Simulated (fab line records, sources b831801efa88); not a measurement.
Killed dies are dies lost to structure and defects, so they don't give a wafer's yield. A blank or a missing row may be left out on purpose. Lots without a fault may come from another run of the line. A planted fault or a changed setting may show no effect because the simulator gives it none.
Which tool did it? | flow sky130 | 10 lots, 30 wafers sampled, at 6 steps of a route of 708

WHAT THE GAUGES READ, wafer by wafer
SKY_VIA2_CD_MEAS_12: target cd 200 nm.
lot  | measured     | on        | cd_nm (nm)
L604 | day 37 23:24 | cd_sem-02 | 199.8 199.0 200.5
L605 | day 38 07:18 | cd_sem-01 | 201.4 201.2 200.2
L606 | day 38 09:42 | cd_sem-02 | 199.3 199.7 198.6
L612 | day 40 16:06 | cd_sem-01 | 200.6 200.1 200.8
L613 | day 40 19:28 | cd_sem-02 | 202.6 201.7 202.0
L614 | day 41 05:24 | cd_sem-02 | 198.9 196.4 196.9
L620 | day 42 19:45 | cd_sem-01 | 201.9 200.3 202.5
L621 | day 42 22:01 | cd_sem-01 | 200.7 199.5 199.9
L625 | day 44 00:15 | cd_sem-02 | 200.0 200.3 200.2
L626 | day 44 05:37 | cd_sem-01 | 201.7 200.5 200.0

SKY_VIA2_OVL_MEAS_13.
lot  | measured     | on         | VIA2_OVL (nm)
L604 | day 37 23:31 | overlay-01 | -12 0 -7
L605 | day 38 07:25 | overlay-01 | 1 1 -2
L606 | day 38 09:49 | overlay-01 | 6 7 1
L612 | day 40 16:13 | overlay-02 | 3 6 -6
L613 | day 40 19:35 | overlay-01 | 2 -3 -2
L614 | day 41 05:31 | overlay-01 | 3 9 2
L620 | day 42 19:52 | overlay-01 | -2 -10 2
L621 | day 42 22:08 | overlay-01 | -3 -1 -4
L625 | day 44 00:22 | overlay-01 | 2 -3 1
L626 | day 44 05:44 | overlay-01 | 2 -3 8

SKY_CAPM_RS_MEAS_03: measures by four-point-probe.
lot  | measured     | on            | CAPM_TIN_RS (ohm/sq)
L604 | day 38 01:16 | film_metro-02 | 6.66 6.58 6.65
L605 | day 38 09:11 | film_metro-03 | 6.90 6.80 6.71
L606 | day 38 11:34 | film_metro-03 | 6.60 6.72 6.79
L612 | day 40 18:18 | film_metro-03 | 6.65 6.67 6.58
L613 | day 40 21:21 | film_metro-04 | 7.02 7.08 7.15
L614 | day 41 07:23 | film_metro-03 | 7.03 7.03 7.07
L620 | day 42 21:38 | film_metro-04 | 6.70 6.68 6.81
L621 | day 42 23:55 | film_metro-03 | 6.80 6.81 6.72
L625 | day 44 02:10 | film_metro-04 | 6.75 6.69 6.75
L626 | day 44 07:31 | film_metro-04 | 6.81 6.74 6.79

SKY_CAPM_THK_MEAS_04: measures by xrf.
lot  | measured     | on            | CAPM_TIN_THK (nm)
L604 | day 38 01:23 | film_metro-02 | 209 211 208
L605 | day 38 09:19 | film_metro-03 | 202 205 207
L606 | day 38 11:41 | film_metro-03 | 211 207 205
L612 | day 40 18:25 | film_metro-03 | 208 210 211
L613 | day 40 21:28 | film_metro-04 | 200 200 196
L614 | day 41 07:31 | film_metro-03 | 198 199 198
L620 | day 42 21:46 | film_metro-04 | 210 210 207
L621 | day 43 00:01 | film_metro-03 | 204 204 206
L625 | day 44 02:17 | film_metro-04 | 207 209 206
L626 | day 44 07:38 | film_metro-04 | 205 207 205

WHICH TOOL RAN EACH LOT (tool, then ch and the chambers of the sampled wafers, then the start)
lot  | SKY_METAL3_SPUTTER_04        | SKY_CAPM_SPUTTER_02
L604 | pvd_sputter-01, day 38 01:02 | pvd_sputter-04, day 38 01:10
L605 | pvd_sputter-02, day 38 08:57 | pvd_sputter-01, day 38 09:05
L606 | pvd_sputter-03, day 38 11:20 | pvd_sputter-04, day 38 11:28
L612 | pvd_sputter-02, day 40 18:04 | pvd_sputter-04, day 40 18:11
L613 | pvd_sputter-02, day 40 21:05 | pvd_sputter-04, day 40 21:13
L614 | pvd_sputter-02, day 41 07:02 | pvd_sputter-04, day 41 07:10
L620 | pvd_sputter-02, day 42 21:23 | pvd_sputter-01, day 42 21:32
L621 | pvd_sputter-03, day 42 23:39 | pvd_sputter-02, day 42 23:47
L625 | pvd_sputter-03, day 44 01:56 | pvd_sputter-01, day 44 02:04
L626 | pvd_sputter-02, day 44 07:16 | pvd_sputter-01, day 44 07:23
- SKY_METAL3_SPUTTER_04: material TiN, target thk 70 nm, time 58.3 s.
- SKY_CAPM_SPUTTER_02: material TiN, target thk 200 nm, time 171.6 s.

WHAT THE TOOLS THEMSELVES READ (means of the sampled wafers that have a number; where no wafer has one, the mark that the record gives instead)
SKY_METAL3_SPUTTER_04.
lot  | tool           | cathode_dc_power_W (W) | throttle_valve_pct (%)
L604 | pvd_sputter-01 | 6499.8                 | 30.2
L605 | pvd_sputter-02 | 6499.5                 | 30.4
L606 | pvd_sputter-03 | 6500.1                 | 30.6
L612 | pvd_sputter-02 | 6500.5                 | 30.9
L613 | pvd_sputter-02 | 6500.3                 | 30.7
L614 | pvd_sputter-02 | 6500.8                 | 30.5
L620 | pvd_sputter-02 | 6499.3                 | 31.0
L621 | pvd_sputter-03 | 6500.0                 | 30.3
L625 | pvd_sputter-03 | 6500.7                 | 30.6
L626 | pvd_sputter-02 | 6499.4                 | 30.3

SKY_CAPM_SPUTTER_02.
lot  | tool           | cathode_dc_power_W (W) | throttle_valve_pct (%)
L604 | pvd_sputter-04 | 6501.5                 | 30.7
L605 | pvd_sputter-01 | 6499.7                 | 30.3
L606 | pvd_sputter-04 | 6500.6                 | 30.7
L612 | pvd_sputter-04 | 6500.4                 | 30.9
L613 | pvd_sputter-04 | 6089.5                 | 30.7
L614 | pvd_sputter-04 | 6088.6                 | 30.6
L620 | pvd_sputter-01 | 6500.6                 | 29.4
L621 | pvd_sputter-02 | 6499.0                 | 30.9
L625 | pvd_sputter-01 | 6499.2                 | 29.4
L626 | pvd_sputter-01 | 6499.0                 | 28.6

THE ANSWER, worked out from the rows above alone
Rule: what is usual is taken from the lots themselves. Put in order of their means at a reading, lots are off if they are a third of the lots or fewer, leave a main group of 4 or more, and stand apart from it by a gap of 3 or more times the standard deviation of the main group's means; of several such gaps the widest counts. A main group whose means are all the same, to the digits that the tables above print for the reading, isn't used. A lot without any number at a reading at which 4 lots or more have one is off too. The other lots that the step has rows for count as sound. The gauges are gone through in route order, then the tools' own readings, and for those a lot's mean is taken as printed above. The first step at which some lot is off is used, and at that step the reading that is off furthest; a lot without a number counts as furthest.
Off: L613, L614, at SKY_CAPM_RS_MEAS_03 (CAPM_TIN_RS). The main group: mean 6.72 ohm/sq, standard deviation 0.061.
A tool fits if, at a process step before that reading, it ran every lot that is off, and no sound lot after the first of them. The gauges at SKY_CAPM_RS_MEAS_03 aren't tried: what is off there is off at SKY_CAPM_SPUTTER_02 too, on other tools, and a gauge's error can't cause that. One fits: pvd_sputter-04 at SKY_CAPM_SPUTTER_02. Its last sound lot is L612 (day 40 18:11), its first lot that is off L613 (day 40 21:13): a fault that began between those two fits.
The tool's own readings at SKY_CAPM_SPUTTER_02 bear it out: on the lots that are off they differ by more than 5 times the standard deviation of the sound lots' means. cathode_dc_power_W reads 6089.1 W there against 6500.0 W on the sound lots.

WHAT THE SIMULATOR HAD PUT IN
Process parameter drift: pvd_sputter-04, from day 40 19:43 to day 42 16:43, at SKY_CAPM_SPUTTER_02. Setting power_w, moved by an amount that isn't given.
Lots struck among those shown: L613, L614. The rule above found the same.
